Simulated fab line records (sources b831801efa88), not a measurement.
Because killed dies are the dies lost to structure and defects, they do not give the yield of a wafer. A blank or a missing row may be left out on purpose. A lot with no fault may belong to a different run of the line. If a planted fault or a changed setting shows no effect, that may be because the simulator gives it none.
A lot that was struck, set against a sound lot	flow sky130	24 steps out of a route of 708
Sound: wafers L715.3, L715.4, L715.5. Struck: wafer L729.5 (left out: L729.4, a lot-mate that was not struck); the cause follows at the end.
Each step with rows lists, per side, the tool, then ch with its chambers, then its first start. Under that, the readings that differ: sound wafers	struck wafers	difference of the means	sigmas: that difference in standard deviations of wafers without a fault.
alike: readings whose means differ by less than 2 such deviations, and words and numbers that are the same on both sides. not compared: withheld readings, readings that some wafer has no value for, bounds like >300 that may hide the same value, and numbers for which the record gives no deviation and whose values overlap.
The two part at a step that has a row with sigmas, a row that says differs or no value, or rows on one side only. Non-overlapping numbers with no deviation appear without sigmas and do not part them. A reading missing from all wafers of one side parts the sides only when that side holds two or more wafers.

first, 8 steps without rows for these wafers: SKY_RES_XHIGH_DEHYDRATE_00 (time 60 s); SKY_RES_XHIGH_HMDS_01 (prime time 60 s); SKY_RES_XHIGH_COAT_02 (resist thk 1140 nm); SKY_RES_XHIGH_SOFTBAKE_03 (time 60 s); SKY_RES_XHIGH_EXPOSE_04 (exposes mask URPM, target cd 1270 nm); SKY_RES_XHIGH_PEB_05; SKY_RES_XHIGH_DEVELOP_06 (develop time 60 s); SKY_RES_XHIGH_IMPLANT_07.
SKY_RES_XHIGH_STRIP_08: strips in O2/N2.
  sound on plasma_asher-02 ch 0,1, day 26 22:41; struck on plasma_asher-02 ch 0, day 31 15:34
  alike: drypump_motor_current_A, oes_product_au, strip_time_to_endpoint_s
  not compared: rf_hours_counter_h
SKY_RES_XHIGH_TW_MEAS_09:
  sound on film_metro-03, day 26 22:47; struck on film_metro-03, day 31 15:40
  alike: RES_XHIGH_TW
then, 2 steps without rows for these wafers: SKY_SD_N_DEHYDRATE_00 (time 60 s); SKY_SD_N_HMDS_01 (prime time 60 s).
SKY_SD_N_COAT_02: resist thk 1140 nm.
  sound on litho_track-03 ch 0, day 27 12:23; struck on litho_track-01 ch 0, day 32 05:35
reading	sound	struck	difference	sigmas
model.NOVOLAK_of_SD_N_COAT_02.thk_nm (nm)	1139 1140 1140	565.9	-573.8	
then, 3 steps without rows for these wafers: SKY_SD_N_SOFTBAKE_03 (time 60 s); SKY_SD_N_EXPOSE_04 (exposes mask NSDM, target cd 380 nm); SKY_SD_N_PEB_05.
SKY_SD_N_DEVELOP_06: develop time 60 s.
  sound on litho_track-01 ch 0, day 28 02:19; struck on litho_track-04 ch 0, day 32 18:50
reading	sound	struck	difference	sigmas
model.NOVOLAK_of_SD_N_COAT_02.thk_nm (nm)	1139 1140 1139	565.5	-573.8	
SKY_SD_N_CD_MEAS_07: target cd 380 nm.
  sound on cd_sem-01, day 28 02:27; struck on cd_sem-01, day 32 19:22
reading	sound	struck	difference	sigmas
cd_nm (nm)	384.9 379.9 383.1	455.9	+73.3	+28
  not compared: hold
SKY_SD_N_OVL_MEAS_08:
  sound on overlay-01, day 28 02:32; struck on overlay-01, day 32 22:46
reading	sound	struck	difference	sigmas
hold	- - -	await_dispo/3.3h/release	no value on the sound wafers	
  alike: SD_N_OVL
then, 2 steps without rows for these wafers: SKY_SD_N_IMPLANT_09; SKY_SD_N_IMPLANT_10.
SKY_SD_N_STRIP_11: strips in O2/N2.
  sound on plasma_asher-03 ch 0,1, day 28 02:53; struck on plasma_asher-04 ch 1, day 32 23:07
reading	sound	struck	difference	sigmas
oes_product_au (a.u.)	0.526 0.521 0.528	0.448	-0.077	-16
strip_time_to_endpoint_s (s)	22.53 22.57 22.53	16.03	-6.51	-99 or more
  alike: drypump_motor_current_A
  not compared: rf_hours_counter_h
SKY_SD_N_TW_MEAS_12:
  sound on film_metro-02, day 28 02:59; struck on film_metro-02, day 32 23:13
  alike: SD_N_TW
SKY_PAD_OPEN_PROBE_99:
  rows exist in the record for the sound wafers here (prober-01, day 45 20:35), none for the struck ones

## WHERE THEY PART
At SKY_SD_N_CD_MEAS_07 first; at SKY_PAD_OPEN_PROBE_99 last (within this record only).

WHY: what had been put in by the simulator
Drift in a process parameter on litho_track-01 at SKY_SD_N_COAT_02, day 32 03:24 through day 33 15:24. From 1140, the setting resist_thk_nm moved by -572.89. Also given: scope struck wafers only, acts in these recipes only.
